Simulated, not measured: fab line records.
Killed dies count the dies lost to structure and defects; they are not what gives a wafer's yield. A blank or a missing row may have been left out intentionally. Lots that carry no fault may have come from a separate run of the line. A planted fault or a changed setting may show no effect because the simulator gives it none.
Which of the tools did it?    flow gf180mcu    72 wafers from 24 lots sampled at 5 of the route's 602 steps

## WHAT EACH GAUGE READ, for each wafer
GF_M5_OVL_MEAS_08.
lot   measured      on          M5_OVL (nm)
L074  day 26 00:46  overlay-02  1 3 -1
L075  day 26 08:48  overlay-02  -6 -8 -5
L076  day 26 16:23  overlay-02  -10 -11 -11
L077  day 27 02:41  overlay-02  -15 -15 -12
L078  day 27 04:18  overlay-01  -8 -15 -13
L079  day 27 16:06  overlay-02  -14 -23 -17
L080  day 28 02:05  overlay-01  -2 -4 4
L081  day 28 21:11  overlay-02  -8 -3 -10
L082  day 28 23:05  overlay-02  -6 -8 -5
L083  day 29 09:39  overlay-02  0 0 0
L084  day 30 03:32  overlay-02  -13 -12 -8
L085  day 30 10:41  overlay-01  -5 -10 -5
L086  day 30 22:18  overlay-02  -18 -15 -20
L087  day 30 21:23  overlay-02  4 3 4
L088  day 30 23:33  overlay-01  -12 -4 -10
L089  day 31 03:02  overlay-02  -7 -5 -8
L090  day 31 01:51  overlay-02  4 -6 -2
L091  day 31 09:35  overlay-01  3 4 -1
L092  day 31 20:12  overlay-01  -8 -10 -16
L093  day 31 20:59  overlay-01  -10 -6 -6
L094  day 32 01:05  overlay-01  -7 -8 -10
L095  day 32 09:02  overlay-01  -5 3 -5
L096  day 32 13:32  overlay-02  -1 -4 -9
L097  day 32 18:38  overlay-02  -10 -10 -12

## WHICH TOOL RAN EACH LOT (tool, then ch and the chambers of the sampled wafers, then the start)
lot   GF_STI_STRIP_15                      GF_HV_LDD_STRIP_10                    GF_CONTACT_SPUTTER_23         GF_MIM_SPUTTER_01
L074  plasma asher-02 ch 0,1, day 2 02:29  plasma asher-04 ch 0,1, day 9 23:22   pvd sputter-02, day 15 21:14  pvd sputter-03, day 24 05:02
L075  plasma asher-01 ch 0,1, day 2 06:50  plasma asher-04 ch 0,1, day 10 05:16  pvd sputter-04, day 16 06:19  pvd sputter-01, day 24 12:59
L076  plasma asher-04 ch 0,1, day 2 11:02  plasma asher-03 ch 0,1, day 10 10:20  pvd sputter-04, day 16 13:06  pvd sputter-01, day 24 21:14
L077  plasma asher-02 ch 0,1, day 2 17:19  plasma asher-01 ch 0,1, day 10 20:14  pvd sputter-02, day 17 01:13  pvd sputter-03, day 25 08:37
L078  plasma asher-02 ch 0,1, day 2 22:23  plasma asher-01 ch 0,1, day 11 01:46  pvd sputter-01, day 17 06:04  pvd sputter-04, day 25 10:50
L079  plasma asher-02 ch 0,1, day 3 03:00  plasma asher-01 ch 0,1, day 11 06:20  pvd sputter-01, day 17 13:12  pvd sputter-01, day 25 21:38
L080  plasma asher-01 ch 0,1, day 3 08:36  plasma asher-04 ch 0,1, day 11 18:59  pvd sputter-04, day 18 04:05  pvd sputter-04, day 26 08:37
L081  plasma asher-01 ch 0,1, day 3 13:53  plasma asher-04 ch 0,1, day 12 11:56  pvd sputter-01, day 19 03:18  pvd sputter-03, day 27 05:41
L082  plasma asher-01 ch 1, day 3 19:08    plasma asher-03 ch 0, day 12 12:26    pvd sputter-01, day 19 04:33  pvd sputter-04, day 27 07:36
L083  plasma asher-02 ch 0, day 4 01:20    plasma asher-04 ch 0,1, day 12 22:38  pvd sputter-01, day 19 18:09  pvd sputter-04, day 27 17:49
L084  plasma asher-01 ch 0,1, day 4 06:11  plasma asher-04 ch 0,1, day 13 17:22  pvd sputter-04, day 20 17:08  pvd sputter-04, day 28 13:20
L085  plasma asher-04 ch 0,1, day 4 10:50  plasma asher-01 ch 0,1, day 14 04:13  pvd sputter-04, day 21 03:31  pvd sputter-03, day 28 21:09
L086  plasma asher-01 ch 0,1, day 4 16:05  plasma asher-01 ch 0,1, day 14 11:22  pvd sputter-02, day 21 16:27  pvd sputter-04, day 29 08:19
L087  plasma asher-01 ch 0, day 4 21:29    plasma asher-01 ch 0,1, day 14 13:11  pvd sputter-04, day 21 16:33  pvd sputter-03, day 29 07:33
L088  plasma asher-01 ch 0,1, day 5 02:03  plasma asher-03 ch 0, day 14 15:08    pvd sputter-02, day 21 18:21  pvd sputter-04, day 29 10:36
L089  plasma asher-04 ch 0,1, day 5 10:56  plasma asher-01 ch 0,1, day 14 22:07  pvd sputter-02, day 22 00:33  pvd sputter-03, day 29 14:32
L090  plasma asher-02 ch 0,1, day 5 11:27  plasma asher-03 ch 0,1, day 14 21:47  pvd sputter-04, day 21 22:57  pvd sputter-04, day 29 13:08
L091  plasma asher-04 ch 0,1, day 5 19:58  plasma asher-03 ch 0,1, day 15 06:49  pvd sputter-02, day 22 08:27  pvd sputter-04, day 29 21:42
L092  plasma asher-02 ch 0,1, day 5 22:51  plasma asher-01 ch 0,1, day 15 09:13  pvd sputter-04, day 22 22:16  pvd sputter-04, day 30 07:51
L093  plasma asher-02 ch 0,1, day 6 02:47  plasma asher-01 ch 0,1, day 15 19:53  pvd sputter-01, day 22 22:55  pvd sputter-01, day 30 08:53
L094  plasma asher-01 ch 0,1, day 6 09:20  plasma asher-03 ch 0,1, day 16 01:53  pvd sputter-02, day 23 05:25  pvd sputter-01, day 30 12:47
L095  plasma asher-02 ch 0,1, day 6 13:56  plasma asher-04 ch 0,1, day 16 09:40  pvd sputter-02, day 23 14:01  pvd sputter-01, day 30 21:26
L096  plasma asher-01 ch 1, day 6 18:35    plasma asher-04 ch 0,1, day 16 15:20  pvd sputter-01, day 23 20:19  pvd sputter-03, day 31 01:48
L097  plasma asher-01 ch 0,1, day 7 00:43  plasma asher-03 ch 0,1, day 16 23:43  pvd sputter-02, day 24 04:47  pvd sputter-04, day 31 07:28
- GF_STI_STRIP_15: strips in O2/N2.
- GF_HV_LDD_STRIP_10: strips in O2/N2.
- GF_CONTACT_SPUTTER_23: material TiN, target thk 10 nm, time 40 s.
- GF_MIM_SPUTTER_01: material TiN, target thk 30 nm, time 25 s.

## WHAT THE TOOLS THEMSELVES READ (means of the sampled wafers that have a number; where no wafer has one, the mark that the record gives instead)
GF_STI_STRIP_15.
lot   tool             drypump motor current A (A)  heater power w (W)  oes product au (a.u.)  platen temp c (C)  strip time to endpoint s (s)
L074  plasma asher-02  5.50                         373                 0.382                  249.95             3.73
L075  plasma asher-01  5.59                         330                 0.380                  249.86             3.72
L076  plasma asher-04  5.22                         326                 0.383                  249.70             3.70
L077  plasma asher-02  5.40                         355                 0.392                  249.82             3.81
L078  plasma asher-02  5.33                         356                 0.383                  249.92             3.73
L079  plasma asher-02  5.52                         373                 0.383                  250.03             3.76
L080  plasma asher-01  5.63                         372                 0.382                  249.98             3.69
L081  plasma asher-01  5.58                         326                 0.386                  250.14             3.78
L082  plasma asher-01  5.53                         287                 0.386                  249.86             3.83
L083  plasma asher-02  5.67                         398                 0.386                  249.97             3.75
L084  plasma asher-01  5.62                         366                 0.380                  249.92             3.68
L085  plasma asher-04  5.24                         323                 0.384                  250.12             3.75
L086  plasma asher-01  5.63                         369                 0.386                  250.03             3.82
L087  plasma asher-01  5.67                         417                 0.381                  249.88             3.74
L088  plasma asher-01  5.63                         365                 0.385                  250.16             3.78
L089  plasma asher-04  5.43                         357                 0.385                  250.17             3.73
L090  plasma asher-02  5.53                         374                 0.381                  249.96             3.77
L091  plasma asher-04  5.24                         323                 0.381                  250.04             3.68
L092  plasma asher-02  5.54                         374                 0.384                  250.11             3.77
L093  plasma asher-02  5.35                         355                 0.383                  249.98             3.74
L094  plasma asher-01  5.58                         322                 0.385                  250.04             3.73
L095  plasma asher-02  5.51                         368                 0.383                  249.86             3.70
L096  plasma asher-01  5.55                         284                 0.387                  250.16             3.75
L097  plasma asher-01  5.64                         363                 0.386                  249.95             3.75

GF_HV_LDD_STRIP_10.
lot   tool             drypump motor current A (A)  heater power w (W)  oes product au (a.u.)  platen temp c (C)  strip time to endpoint s (s)
L074  plasma asher-04  5.24                         323                 0.712                  249.96             12.655
L075  plasma asher-04  5.25                         322                 0.714                  249.85             12.636
L076  plasma asher-03  5.29                         323                 0.711                  249.93             12.626
L077  plasma asher-01  5.58                         327                 0.715                  250.05             12.643
L078  plasma asher-01  5.62                         362                 0.713                  250.10             12.670
L079  plasma asher-01  5.63                         362                 0.717                  250.26             12.623
L080  plasma asher-04  5.23                         321                 0.716                  249.97             12.614
L081  plasma asher-04  5.43                         358                 0.715                  250.14             12.632
L082  plasma asher-03  5.24                         340                 0.715                  250.02             12.645
L083  plasma asher-04  5.26                         322                 0.715                  250.00             12.645
L084  plasma asher-04  5.24                         322                 0.718                  250.06             12.637
L085  plasma asher-01  5.63                         362                 0.719                  250.01             12.683
L086  plasma asher-01  5.58                         329                 0.717                  250.12             12.636
L087  plasma asher-01  5.62                         356                 0.716                  249.96             12.656
L088  plasma asher-03  5.22                         345                 0.714                  250.08             12.637
L089  plasma asher-01  5.64                         368                 0.715                  249.94             12.625
L090  plasma asher-03  5.29                         328                 0.718                  250.06             12.677
L091  plasma asher-03  5.33                         329                 0.717                  249.98             12.609
L092  plasma asher-01  5.58                         330                 0.715                  249.88             12.616
L093  plasma asher-01  5.62                         362                 0.718                  249.88             12.656
L094  plasma asher-03  5.34                         331                 0.719                  249.95             12.596
L095  plasma asher-04  5.25                         325                 0.714                  249.78             12.602
L096  plasma asher-04  5.42                         359                 0.713                  249.93             12.654
L097  plasma asher-03  5.34                         321                 0.712                  249.93             12.619

GF_CONTACT_SPUTTER_23.
lot   tool            throttle valve pct (%)
L074  pvd sputter-02  29.9
L075  pvd sputter-04  29.9
L076  pvd sputter-04  30.0
L077  pvd sputter-02  28.7
L078  pvd sputter-01  28.8
L079  pvd sputter-01  28.9
L080  pvd sputter-04  29.8
L081  pvd sputter-01  28.9
L082  pvd sputter-01  28.3
L083  pvd sputter-01  28.9
L084  pvd sputter-04  30.0
L085  pvd sputter-04  30.0
L086  pvd sputter-02  28.9
L087  pvd sputter-04  29.8
L088  pvd sputter-02  29.8
L089  pvd sputter-02  30.6
L090  pvd sputter-04  29.8
L091  pvd sputter-02  29.5
L092  pvd sputter-04  29.8
L093  pvd sputter-01  29.5
L094  pvd sputter-02  29.6
L095  pvd sputter-02  30.2
L096  pvd sputter-01  29.5
L097  pvd sputter-02  30.0

GF_MIM_SPUTTER_01.
lot   tool            throttle valve pct (%)
L074  pvd sputter-03  31.5
L075  pvd sputter-01  29.0
L076  pvd sputter-01  29.8
L077  pvd sputter-03  30.6
L078  pvd sputter-04  30.1
L079  pvd sputter-01  29.0
L080  pvd sputter-04  29.8
L081  pvd sputter-03  30.7
L082  pvd sputter-04  29.8
L083  pvd sputter-04  30.0
L084  pvd sputter-04  29.9
L085  pvd sputter-03  30.0
L086  pvd sputter-04  29.8
L087  pvd sputter-03  28.6
L088  pvd sputter-04  29.8
L089  pvd sputter-03  30.0
L090  pvd sputter-04  29.8
L091  pvd sputter-04  29.8
L092  pvd sputter-04  29.6
L093  pvd sputter-01  29.6
L094  pvd sputter-01  28.5
L095  pvd sputter-01  28.9
L096  pvd sputter-03  28.7
L097  pvd sputter-04  29.8

## THE ANSWER, worked out from the rows above alone
Rule: what is usual is taken from the lots themselves. Put in order of their means at a reading, lots are off if they are a third of the lots or fewer, leave a main group of 4 or more, and stand apart from it by a gap of 3 or more times the standard deviation of the main group's means; of several such gaps the widest counts. A main group whose means are all the same, to the digits that the tables above print for the reading, isn't used. Also off: a lot with no number at a reading for which 4 or more lots have one. The other lots that the step has rows for count as sound. The gauges are gone through in route order, then the tools' own readings, and for those a lot's mean is taken as printed above. The first step at which some lot is off is used, and at that step the reading that is off furthest; a lot without a number counts as furthest.
No lot is off on any of the readings shown, so nothing can be concluded from this.

## WHAT HAD BEEN PUT IN BY THE SIMULATOR
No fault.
